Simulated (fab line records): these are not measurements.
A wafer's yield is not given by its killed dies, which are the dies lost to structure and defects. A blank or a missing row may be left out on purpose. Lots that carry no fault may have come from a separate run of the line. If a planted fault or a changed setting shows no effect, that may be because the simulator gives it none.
The tool behind it: which one? || flow gf180mcu || 11 lots, 31 wafers sampled, at 4 steps of a route of 602

## WHAT EACH GAUGE READ, for each wafer
GF_V1_BOW_MEAS_05.
{"lot": "L606", "measured": "day 17 02:19", "on": "film_metro-03", "V1_BOW (um)": "80 79 84"}
{"lot": "L607", "measured": "day 17 12:37", "on": "film_metro-01", "V1_BOW (um)": "98 81 82"}
{"lot": "L608", "measured": "day 17 23:21", "on": "film_metro-03", "V1_BOW (um)": "87 93 80"}
{"lot": "L609", "measured": "day 18 03:44", "on": "film_metro-03", "V1_BOW (um)": "85 74 84"}
{"lot": "L610", "measured": "day 19 01:38", "on": "film_metro-04", "V1_BOW (um)": "87 87 84"}
{"lot": "L616", "measured": "day 21 16:35", "on": "film_metro-03", "V1_BOW (um)": "92 87 - -"}
{"lot": "L617", "measured": "day 22 00:20", "on": "film_metro-01", "V1_BOW (um)": "85 73 - -"}
{"lot": "L621", "measured": "day 22 23:47", "on": "film_metro-03", "V1_BOW (um)": "89 83 78"}
{"lot": "L627", "measured": "day 24 19:50", "on": "film_metro-03", "V1_BOW (um)": "94 86 80"}
{"lot": "L628", "measured": "day 25 06:37", "on": "film_metro-03", "V1_BOW (um)": "93 90 92"}
{"lot": "L629", "measured": "day 25 08:35", "on": "film_metro-01", "V1_BOW (um)": "75 80 82"}

## EACH LOT AND THE TOOL THAT RAN IT (in order: tool; ch and the chambers of the sampled wafers; start)
{"lot": "L606", "GF_M1_METAL_ETCH_16": "rie_metal-01 ch 0,1, day 17 01:03", "GF_M1_STRIP_17": "plasma_asher-01 ch 0,1, day 17 01:11", "GF_V1_CMP_04": "cmp-01 ch 0,2,3, day 17 02:03"}
{"lot": "L607", "GF_M1_METAL_ETCH_16": "rie_metal-04 ch 0,1, day 17 11:18", "GF_M1_STRIP_17": "plasma_asher-03 ch 0,1, day 17 11:26", "GF_V1_CMP_04": "cmp-01 ch 0,1,2, day 17 12:21"}
{"lot": "L608", "GF_M1_METAL_ETCH_16": "rie_metal-04 ch 0,1, day 17 21:47", "GF_M1_STRIP_17": "plasma_asher-03 ch 0,1, day 17 21:55", "GF_V1_CMP_04": "cmp-01 ch 0,3, day 17 23:01"}
{"lot": "L609", "GF_M1_METAL_ETCH_16": "rie_metal-04 ch 0,1, day 18 02:30", "GF_M1_STRIP_17": "plasma_asher-03 ch 0,1, day 18 02:38", "GF_V1_CMP_04": "cmp-01 ch 1,2, day 18 03:29"}
{"lot": "L610", "GF_M1_METAL_ETCH_16": "rie_metal-04 ch 0,1, day 19 00:21", "GF_M1_STRIP_17": "plasma_asher-03 ch 0,1, day 19 00:29", "GF_V1_CMP_04": "cmp-02 ch 1,2, day 19 01:19"}
{"lot": "L616", "GF_M1_METAL_ETCH_16": "rie_metal-04 ch 0, day 21 15:20", "GF_M1_STRIP_17": "plasma_asher-03 ch 1, day 21 15:28", "GF_V1_CMP_04": "cmp-01 ch 1,2, day 21 16:16"}
{"lot": "L617", "GF_M1_METAL_ETCH_16": "rie_metal-04 ch 1, day 21 22:44", "GF_M1_STRIP_17": "plasma_asher-03 ch 0,1, day 21 22:52", "GF_V1_CMP_04": "cmp-01 ch 1,3, day 22 00:07"}
{"lot": "L621", "GF_M1_METAL_ETCH_16": "rie_metal-02 ch 0,1, day 22 22:33", "GF_M1_STRIP_17": "plasma_asher-02 ch 0,1, day 22 22:41", "GF_V1_CMP_04": "cmp-02 ch 2,3, day 22 23:32"}
{"lot": "L627", "GF_M1_METAL_ETCH_16": "rie_metal-04 ch 1, day 24 18:31", "GF_M1_STRIP_17": "plasma_asher-03 ch 0,1, day 24 18:38", "GF_V1_CMP_04": "cmp-01 ch 0,2,3, day 24 19:34"}
{"lot": "L628", "GF_M1_METAL_ETCH_16": "rie_metal-02 ch 0,1, day 25 05:21", "GF_M1_STRIP_17": "plasma_asher-02 ch 0,1, day 25 05:28", "GF_V1_CMP_04": "cmp-02 ch 0,2,3, day 25 06:25"}
{"lot": "L629", "GF_M1_METAL_ETCH_16": "rie_metal-01 ch 0,1, day 25 07:20", "GF_M1_STRIP_17": "plasma_asher-03 ch 0,1, day 25 07:28", "GF_V1_CMP_04": "cmp-02 ch 2,3, day 25 08:15"}
- GF_M1_METAL_ETCH_16: etches the open film in Cl2/BCl3, stops on SiO2, target depth 750.8 nm, time 125.1 s.
- GF_M1_STRIP_17: strips in O2/N2.
- GF_V1_CMP_04: polishes SiO2.

## THE ANSWER, worked out from the rows above alone
Rule: usual is defined by the lots themselves. The widest of any qualifying gaps counts: lots, ordered by their means at a reading, are off when they make up no more than a third of the lots, leave a main group of 4 or more, and stand apart from it by 3 or more times the standard deviation of that group's means. If all means in a main group match to the digits the tables above print for the reading, that group is not used. Also off: a lot with no number at a reading for which 4 or more lots have one. The other lots that the step has rows for count as sound.
No lot is off at any reading shown: from this, nothing can be told.

## WHAT THE SIMULATOR HAD PUT IN
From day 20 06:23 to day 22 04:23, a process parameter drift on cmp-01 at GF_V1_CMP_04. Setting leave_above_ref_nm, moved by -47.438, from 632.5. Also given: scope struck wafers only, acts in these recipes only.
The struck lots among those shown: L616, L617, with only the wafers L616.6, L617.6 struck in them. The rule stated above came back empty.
